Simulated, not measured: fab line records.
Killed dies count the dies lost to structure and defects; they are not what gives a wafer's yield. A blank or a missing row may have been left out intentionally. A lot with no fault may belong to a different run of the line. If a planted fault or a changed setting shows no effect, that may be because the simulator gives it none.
A lot that was struck, set against a sound lot || flow gf180mcu || 16 steps out of a route of 602
Sound: these wafers, L926.2, L926.3, L926.4. The struck wafers were L927.1, L927.3, L927.5. The cause comes at the end.
Order at every step that has rows: each side's tool, ch and its chambers, its first start. Under that, the readings that differ: sound wafers || struck wafers || difference of the means || sigmas: that difference in standard deviations of wafers without a fault.
alike: a reading whose means differ by less than 2 such deviations, as well as words and numbers matching on both sides. not compared: withheld readings; readings where some wafer has no value; bounds like >300 that might hide an equal value; numbers whose values overlap and for which the record gives no deviation.
Wherever a step has rows on one side only, a row that says differs or no value, or a row with sigmas, the two part there. When numbers do not overlap yet have no deviation, they are printed without sigmas and do not part them. A reading missing from all wafers of one side parts the sides only when that side holds two or more wafers.

first, 3 steps without rows for these wafers: GF_V2_EXPOSE_11 (exposes mask Via2, target cd 260 nm); GF_V2_PEB_12 (peb time 90 s); GF_V2_DEVELOP_13 (develop time 60 s).
GF_V2_CD_MEAS_14: target cd 260 nm.
  struck on cd_sem-02, day 21 14:30; sound on cd_sem-01, day 21 03:55
  alike: cd_nm
GF_V2_OVL_MEAS_15:
  struck on overlay-01, day 21 14:37; sound on overlay-02, day 21 04:02
{"reading": "V2_OVL (nm)", "sound": "9 6 12", "struck": "-7 -5 -10", "difference": -16, "sigmas": -2}
GF_V2_ETCH_16: etches BARC in N2/H2.
  sound on rie_diel-03 ch 0,2,3, day 21 04:04; struck on rie_diel-02 ch 0,1, day 21 14:40
  alike: drypump_motor_current_A, oes_product_au, throttle_valve_pct
GF_V2_ETCH_17: etches SiO2 in C4F8/O2/Ar, stops on TiN, target depth 630 nm.
  sound: rie_diel-03 ch 0,2,3; struck: rie_diel-02 ch 0,1
  alike: oes_product_au
GF_V2_STRIP_18: strips in O2/N2.
  sound on plasma_asher-02 ch 0,1, day 21 04:11; struck on plasma_asher-04 ch 0,1, day 21 14:47
  alike: drypump_motor_current_A, heater_power_w, oes_product_au
  not compared: rf_hours_counter_h
then, 2 steps without rows for these wafers: GF_V2_STRIP_19 (strips in post etch residue remover, time 1200 s); GF_V2_CLEAN_20 (cleans in DIW).
GF_V2_SPUTTER_21: material Ti, target thk 15 nm, time 80.02 s.
  struck on pvd_sputter-02, day 21 15:22; sound on pvd_sputter-02, day 21 04:43
  alike: throttle_valve_pct
GF_V2_SPUTTER_22: material TiN, target thk 10 nm, time 40 s.
  struck on pvd_sputter-02, day 21 15:25; sound on pvd_sputter-02, day 21 04:47
  alike: throttle_valve_pct
GF_V2_CVD_23: deposits W, target thk 350 nm, time 104.94 s.
  sound on cvd_w-02 ch 0,1, day 21 04:49; struck on cvd_w-02 ch 1, day 21 15:28
{"reading": "chamber_pressure_Torr (Torr)", "sound": "39.95 39.80 40.01", "struck": "42.50 42.57 42.62", "difference": "+2.64", "sigmas": "+26"}
{"reading": "model.W_of_V2_CVD_23.thk_nm (nm)", "sound": "351.3 355.3 353.8", "struck": "370.3 375.4 371.6", "difference": "+19.0", "sigmas": ""}
  alike: heater_power_w
GF_V2_RS_MEAS_24: uses a four-point probe to measure.
  struck on film_metro-02, day 21 15:34; sound on film_metro-04, day 21 04:57
{"reading": "V2_W_RS (ohm/sq)", "sound": "0.327 0.323 0.324", "struck": "0.309 0.305 0.308", "difference": -0.017, "sigmas": -4}
GF_V2_THK_MEAS_25: measures by xrf.
  struck on film_metro-02, day 21 15:41; sound on film_metro-04, day 21 05:04
{"reading": "V2_W_THK (nm)", "sound": "356 362 360", "struck": "385 390 387", "difference": "+28", "sigmas": "+4"}
then, 1 step without rows for these wafers: GF_PASSIVATION_PROBE_99.

== WHERE THEY PART ==
At GF_V2_OVL_MEAS_15 first; at GF_V2_THK_MEAS_25 last (within this record only).

WHY: whatever the simulator had introduced
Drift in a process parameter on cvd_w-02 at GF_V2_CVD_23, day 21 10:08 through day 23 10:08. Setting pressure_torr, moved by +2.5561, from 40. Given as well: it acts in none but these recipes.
